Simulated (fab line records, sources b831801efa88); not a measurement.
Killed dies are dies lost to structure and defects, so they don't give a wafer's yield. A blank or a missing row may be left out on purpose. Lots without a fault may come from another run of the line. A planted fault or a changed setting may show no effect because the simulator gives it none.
A struck lot beside a sound one | flow sky130 | 43 steps out of a route of 708
Sound: wafers L242.2, L242.3, L242.5. Struck: wafers L257.1, L257.2, L257.5. The cause comes at the end.
At each step with rows: each side's tool, then ch and its chambers, then its first start. Under that, the readings that differ: sound wafers | struck wafers | difference of the means | sigmas: that difference in standard deviations of wafers without a fault.
alike: readings whose means differ by less than 2 such deviations, and words and numbers that are the same on both sides. not compared: withheld readings, readings that some wafer has no value for, bounds like >300 that may hide the same value, and numbers for which the record gives no deviation and whose values overlap.
The two part at a step that has a row with sigmas, a row that says differs or no value, or rows on one side only. Numbers that don't overlap but have no deviation are shown without sigmas and don't part them. A reading that every wafer of one side lacks parts them only if that side has two wafers or more.

first, 7 steps without rows for these wafers: SKY_METAL1_HMDS_08 (prime time 60 s); SKY_METAL1_COAT_09 (resist thk 60 nm); SKY_METAL1_COAT_10 (resist thk 450 nm); SKY_METAL1_SOFTBAKE_11 (time 90 s); SKY_METAL1_EXPOSE_12 (exposes mask MM1, target cd 140 nm); SKY_METAL1_PEB_13; SKY_METAL1_DEVELOP_14 (develop time 60 s).
SKY_METAL1_CD_MEAS_15: target cd 140 nm.
  sound on cd_sem-01, day 34 16:12; struck on cd_sem-01, day 39 02:02
  reading    | sound             | struck            | difference | sigmas
  cd_nm (nm) | 141.4 141.1 141.3 | 136.3 137.7 137.8 | -4.0       | -3
SKY_METAL1_OVL_MEAS_16:
  sound on overlay-02, day 34 16:19; struck on overlay-02, day 39 02:10
  alike: METAL1_OVL
SKY_METAL1_DESCUM_17: chemistry O2, time 8 s.
  sound on rie_metal-04 ch 1, day 34 16:20; struck on rie_metal-01 ch 1, day 39 02:11
  alike: drypump_motor_current_A, oes_product_au
  not compared: rf_hours_counter_h
then, 1 step without rows for these wafers: SKY_METAL1_ETCH_18 (etches BARC in N2/H2, stops on SiO2, time 45.9 s, target depth 60 nm).
SKY_METAL1_METAL_ETCH_19: etches the open film in Cl2/BCl3, stops on SiO2, target depth 360 nm, time 78 s.
  sound on rie_metal-04 ch 1, day 34 16:26; struck on rie_metal-01 ch 1, day 39 02:23
  alike: bias_w, drypump_motor_current_A, oes_product_au, throttle_valve_pct
  not compared: rf_hours_counter_h
SKY_METAL1_STRIP_20: strips in O2/N2.
  sound on plasma_asher-03 ch 1, day 34 16:32; struck on plasma_asher-03 ch 0,1, day 39 02:34
  reading               | sound             | struck            | difference | sigmas
  oes_product_au (a.u.) | 0.351 0.355 0.352 | 0.334 0.338 0.337 | -0.016     | -3
  alike: drypump_motor_current_A, strip_time_to_endpoint_s
  not compared: rf_hours_counter_h
then, 4 steps without rows for these wafers: SKY_METAL1_STRIP_21 (strips in post etch residue remover, time 1200 s); SKY_METAL1_CLEAN_22 (cleans in IPA, time 180 s); SKY_METAL1_CLEAN_23 (cleans in O3/DIW); SKY_VIA1_HDPCVD_00 (deposits SiO2, target thk 1030 nm, time 171.7 s).
SKY_VIA1_THK_MEAS_01:
  sound on film_metro-01, day 34 17:17; struck on film_metro-01, day 39 03:23
  alike: VIA1_HDPCVD_THK
then, 1 step without rows for these wafers: SKY_VIA1_CMP_02 (polishes SiO2).
SKY_VIA1_BOW_MEAS_03:
  sound on film_metro-01, day 34 17:39; struck on film_metro-04, day 39 05:23
  alike: VIA1_BOW
then, 8 steps without rows for these wafers: SKY_VIA1_DEHYDRATE_04 (time 60 s); SKY_VIA1_HMDS_05 (prime time 60 s); SKY_VIA1_COAT_06 (resist thk 60 nm); SKY_VIA1_COAT_07 (resist thk 450 nm); SKY_VIA1_SOFTBAKE_08 (time 90 s); SKY_VIA1_EXPOSE_09 (exposes mask VIM, target cd 150 nm); SKY_VIA1_PEB_10; SKY_VIA1_DEVELOP_11 (develop time 60 s).
SKY_VIA1_CD_MEAS_12: target cd 150 nm.
  sound on cd_sem-02, day 35 17:18; struck on cd_sem-01, day 40 06:44
  alike: cd_nm
SKY_VIA1_OVL_MEAS_13:
  sound on overlay-01, day 35 17:25; struck on overlay-01, day 40 06:51
  alike: VIA1_OVL
then, 6 steps without rows for these wafers: SKY_VIA1_ETCH_14 (etches BARC in N2/H2, stops on SiO2, time 45.9 s, target depth 60 nm); SKY_VIA1_ETCH_15 (etches SiO2 in C4F8/O2/Ar, stops on TiN, target depth 351 nm, time 54 s); SKY_VIA1_STRIP_16 (strips in O2/N2); SKY_VIA1_STRIP_17 (strips in post etch residue remover, time 1200 s); SKY_VIA1_CLEAN_18 (cleans in IPA, time 180 s); SKY_VIA1_CLEAN_19 (cleans in O3/DIW).
SKY_VIA1_SPUTTER_20: material TiN, target thk 20 nm, time 80 s.
  sound on pvd_sputter-02, day 35 18:07; struck on pvd_sputter-03, day 40 07:34
  alike: throttle_valve_pct
SKY_VIA1_CVD_21: deposits W, target thk 270 nm, time 80.902 s.
  sound on cvd_w-02 ch 0,1, day 35 18:11; struck on cvd_w-02 ch 0,1, day 40 07:38
  alike: heater_power_w
SKY_VIA1_RS_MEAS_22: measures by four-point-probe.
  sound on film_metro-02, day 35 18:17; struck on film_metro-01, day 40 07:44
  alike: VIA1_W_RS
SKY_VIA1_THK_MEAS_23: measures by xrf.
  sound on film_metro-02, day 35 18:24; struck on film_metro-01, day 40 07:51
  alike: VIA1_W_THK
SKY_VIA1_CMP_24: polishes, stops on SiO2, t overpolish 15 s, target thk 0 nm.
  sound on cmp-01 ch 0,2,3, day 35 18:30; struck on cmp-01 ch 0,3, day 40 07:55
  alike: motor_current_A, overpolish_run_s, time_to_endpoint_s
then, 1 step without rows for these wafers: SKY_METAL2_SPUTTER_00 (material Ti, target thk 15 nm, time 10 s).
-- the record jumps here: 10 days lie between the struck wafers' starts before and after (it left off in module METAL2 and takes up again in module PAD_OPEN, whose first step shown is number 708 of the route) --
SKY_PAD_OPEN_PROBE_99:
  the record has rows for the struck wafers here (prober-01, day 50 11:40) and none for the sound ones

WHERE THEY PART
First at SKY_METAL1_CD_MEAS_15; last, within this record, at SKY_PAD_OPEN_PROBE_99.

WHY: what the simulator had put in
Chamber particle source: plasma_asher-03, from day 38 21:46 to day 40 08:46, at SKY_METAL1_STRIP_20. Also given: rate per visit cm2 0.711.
